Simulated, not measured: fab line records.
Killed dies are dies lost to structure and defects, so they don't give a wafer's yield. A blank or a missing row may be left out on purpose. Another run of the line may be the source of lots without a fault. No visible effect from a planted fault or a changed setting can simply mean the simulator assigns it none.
Which tool did it? ; flow gf180mcu ; 36 wafers from 12 lots sampled at 6 of the route's 602 steps

## WHAT EACH GAUGE READ, for each wafer
GF_DUAL_GATE_THK_MEAS_03. Usual: for DUAL_GATE_OXIDATION_00_THK the level is 10.83 nm and the standard deviation is 0.19.
lot;measured;on;DUAL_GATE_OXIDATION_00_THK (nm);flag
L896;day 7 15:53;film metro-03;11.21 11.07 11.09;
L897;day 7 23:40;film metro-03;10.85 11.19 11.10;
L900;day 8 20:14;film metro-02;10.82 10.91 10.67;
L901;day 9 05:49;film metro-02;10.84 10.78 10.74;
L902;day 9 12:44;film metro-01;10.60 10.70 10.60;
L903;day 9 17:08;film metro-03;10.71 10.82 10.73;
L907;day 10 17:56;film metro-01;10.81 10.93 10.79;
L909;day 11 08:16;film metro-03;10.77 10.82 10.75;
L913;day 12 12:43;film metro-03;10.81 10.81 10.92;
L915;day 13 06:40;film metro-01;10.78 10.75 10.78;
L916;day 13 11:01;film metro-02;11.08 11.15 11.23;
L919;day 14 13:00;film metro-01;10.86 11.13 10.85;

GF_POLY_GATE_THK_MEAS_17. Usual: for POLY_GATE_OXIDATION_THK the level is 3.99 nm and the standard deviation is 0.088.
lot;measured;on;POLY_GATE_OXIDATION_THK (nm);flag
L896;day 9 07:04;film metro-01;3.95 3.98 3.89;
L897;day 9 13:41;film metro-01;4.07 4.09 4.10;
L900;day 10 15:05;film metro-01;4.17 4.16 4.22;
L901;day 10 21:53;film metro-03;4.08 4.09 4.11;
L902;day 11 05:59;film metro-04;3.96 3.91 3.94;
L903;day 11 11:09;film metro-04;3.92 3.92 4.03;
L907;day 12 11:26;film metro-03;4.10 4.09 4.00;
L909;day 13 05:48;film metro-04;3.94 4.05 3.94;
L913;day 14 11:34;film metro-01;3.91 3.90 4.00;
L915;day 15 09:19;film metro-01;3.91 3.97 3.90;
L916;day 15 12:01;film metro-04;3.94 3.94 4.02;
L919;day 16 14:35;film metro-01;3.96 3.95 3.95;

GF_HV_LDD_TW_MEAS_11. Usual: for HV_LDD_TW the level is 2417 and the standard deviation is 25.
lot;measured;on;HV_LDD_TW;flag
L896;day 10 00:58;film metro-01;2370 2368 2387;
L897;day 10 07:57;film metro-01;2368 2380 2367;
L900;day 11 09:53;film metro-04;2436 2433 2433;
L901;day 11 16:46;film metro-01;2388 2389 2390;
L902;day 12 01:22;film metro-04;2432 2420 2430;
L903;day 12 06:35;film metro-04;2425 2423 2425;
L907;day 13 08:10;film metro-04;2446 2431 2440;
L909;day 14 02:01;film metro-02;2420 2421 2418;
L913;day 15 09:13;film metro-04;2452 2457 2433;
L915;day 16 07:40;film metro-04;1649 1671 1658;OFF
L916;day 16 10:13;film metro-02;1655 1648 1656;OFF
L919;day 17 14:40;film metro-02;2374 2392 2402;

GF_HV_LDD_RS_MEAS_53: a four-point-probe measurement. Usual: for HV_LDD_RS the level is 418.2 ohm/sq and the standard deviation is 0.95.
lot;measured;on;HV_LDD_RS (ohm/sq);flag
L896;day 12 10:02;film metro-02;419.0 418.4 419.6;
L897;day 12 18:15;film metro-04;418.5 419.3 418.4;
L900;day 13 21:44;film metro-02;416.6 416.3 416.4;
L901;day 14 06:01;film metro-04;419.5 419.0 417.7;
L902;day 14 14:25;film metro-01;418.1 418.7 419.7;
L903;day 14 21:28;film metro-04;418.6 417.2 418.6;
L907;day 16 00:05;film metro-01;418.2 417.6 417.0;
L909;day 16 20:32;film metro-02;419.1 417.0 418.9;
L913;day 18 07:01;film metro-01;417.6 418.5 419.1;
L915;day 19 07:41;film metro-04;642.9 644.5 645.3;OFF
L916;day 19 10:23;film metro-04;642.4 642.7 642.8;OFF
L919;day 20 17:16;film metro-02;417.7 417.1 417.1;

## WHICH TOOL RAN EACH LOT (tool, then ch and the chambers of the sampled wafers, then the start)
lot;GF_HV_LDD_IMPLANT_09;GF_HV_LDD_STRIP_10
L896;implanter-02 ch 0, day 10 00:44;plasma asher-04 ch 0,1, day 10 00:52
L897;implanter-02 ch 0, day 10 07:44;plasma asher-04 ch 0,1, day 10 07:52
L900;implanter-02 ch 0, day 11 09:40;plasma asher-01 ch 0,1, day 11 09:47
L901;implanter-01 ch 0, day 11 16:31;plasma asher-04 ch 0,1, day 11 16:40
L902;implanter-02 ch 0, day 12 01:08;plasma asher-03 ch 0,1, day 12 01:16
L903;implanter-02 ch 0, day 12 06:20;plasma asher-04 ch 0,1, day 12 06:29
L907;implanter-03 ch 0, day 13 07:56;plasma asher-04 ch 0,1, day 13 08:04
L909;implanter-03 ch 0, day 14 01:46;plasma asher-04 ch 0,1, day 14 01:55
L913;implanter-03 ch 0, day 15 08:59;plasma asher-04 ch 0,1, day 15 09:07
L915;implanter-03 ch 0, day 16 07:25;plasma asher-01 ch 1, day 16 07:34
L916;implanter-03 ch 0, day 16 09:58;plasma asher-01 ch 0,1, day 16 10:07
L919;implanter-02 ch 0, day 17 14:26;plasma asher-01 ch 1, day 17 14:34
- GF_HV_LDD_IMPLANT_09
- GF_HV_LDD_STRIP_10: strips in O2/N2.

## WHAT THE TOOLS THEMSELVES READ (means of the sampled wafers that have a number; where no wafer has one, the mark that the record gives instead)
GF_HV_LDD_IMPLANT_09. Usual: beam energy keV 39.999, standard deviation 0.012; dose ions cm2 1e+14, standard deviation 1e+11; faraday current uA 565, standard deviation 11.
lot;tool;beam energy keV;dose ions cm2;faraday current uA;flag
L896;implanter-02;39.998;1e+14;562;
L897;implanter-02;40.004;1e+14;559;
L900;implanter-02;39.995;1e+14;563;
L901;implanter-01;39.999;1e+14;583;
L902;implanter-02;40.019;1e+14;575;
L903;implanter-02;39.986;1e+14;569;
L907;implanter-03;40.011;1e+14;551;
L909;implanter-03;39.999;1e+14;554;
L913;implanter-03;40.000;1e+14;571;
L915;implanter-03;40.003;3e+13;155;OFF
L916;implanter-03;39.990;3e+13;150;OFF
L919;implanter-02;40.003;1e+14;561;

GF_HV_LDD_STRIP_10. Usual: drypump motor current A 5.6 A, standard deviation 0.37; heater power w 353 W, standard deviation 54; oes product au 0.716 a.u., standard deviation 0.0046; strip time to endpoint s 12.63 s, standard deviation 0.037.
lot;tool;drypump motor current A (A);heater power w (W);oes product au (a.u.);strip time to endpoint s (s);flag
L896;plasma asher-04;5.3;407;0.715;12.61;
L897;plasma asher-04;5.3;411;0.716;12.62;
L900;plasma asher-01;5.4;338;0.713;12.66;
L901;plasma asher-04;5.4;357;0.715;12.64;
L902;plasma asher-03;5.8;320;0.718;12.62;
L903;plasma asher-04;5.5;363;0.720;12.62;
L907;plasma asher-04;5.4;360;0.717;12.62;
L909;plasma asher-04;5.3;401;0.716;12.64;
L913;plasma asher-04;5.5;351;0.712;12.62;
L915;plasma asher-01;5.2;335;0.714;12.65;
L916;plasma asher-01;5.5;343;0.718;12.60;
L919;plasma asher-01;5.3;332;0.719;12.59;

## THE ANSWER, worked out from the rows above alone
Rule: take the mean of a lot's wafers that have a number; if it is more than 3 standard deviations from the usual mean, the lot is off. A lot without any number at a reading at which 4 lots or more have one is off too. All remaining lots with rows at the step are treated as sound. The gauges are gone through in route order, then the tools' own readings, and for those a lot's mean is taken as printed above. The first step at which some lot is off is used, and at that step the reading that is off furthest; a lot without a number counts as furthest.
Off: L915, L916, seen at GF_HV_LDD_TW_MEAS_11 (HV_LDD_TW).
A tool fits if, at a process step before that reading, it ran every lot that is off, and no sound lot after the first of them. The gauges at GF_HV_LDD_TW_MEAS_11 aren't tried: what is off there is off at GF_HV_LDD_IMPLANT_09 too, on other tools, and a gauge's error can't cause that. One candidate fits, namely implanter-03 at GF_HV_LDD_IMPLANT_09. Its last sound lot is L913 (day 15 08:59), its first lot that is off L915 (day 16 07:25): a fault that began between those two fits.
The tool's own readings at GF_HV_LDD_IMPLANT_09 bear it out: on the lots that are off they differ by more than 5 times the standard deviation of the sound lots' means. dose ions cm2 reads 3e+13 there against 1e+14 on the sound lots; faraday current uA reads 152 there against 565 on the sound lots.

## WHAT THE SIMULATOR HAD INSERTED
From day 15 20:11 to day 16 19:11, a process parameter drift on implanter-03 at GF_HV_LDD_IMPLANT_09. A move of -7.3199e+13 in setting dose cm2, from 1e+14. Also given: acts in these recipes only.
Lots struck among those shown: L915, L916. Same finding as the rule above.
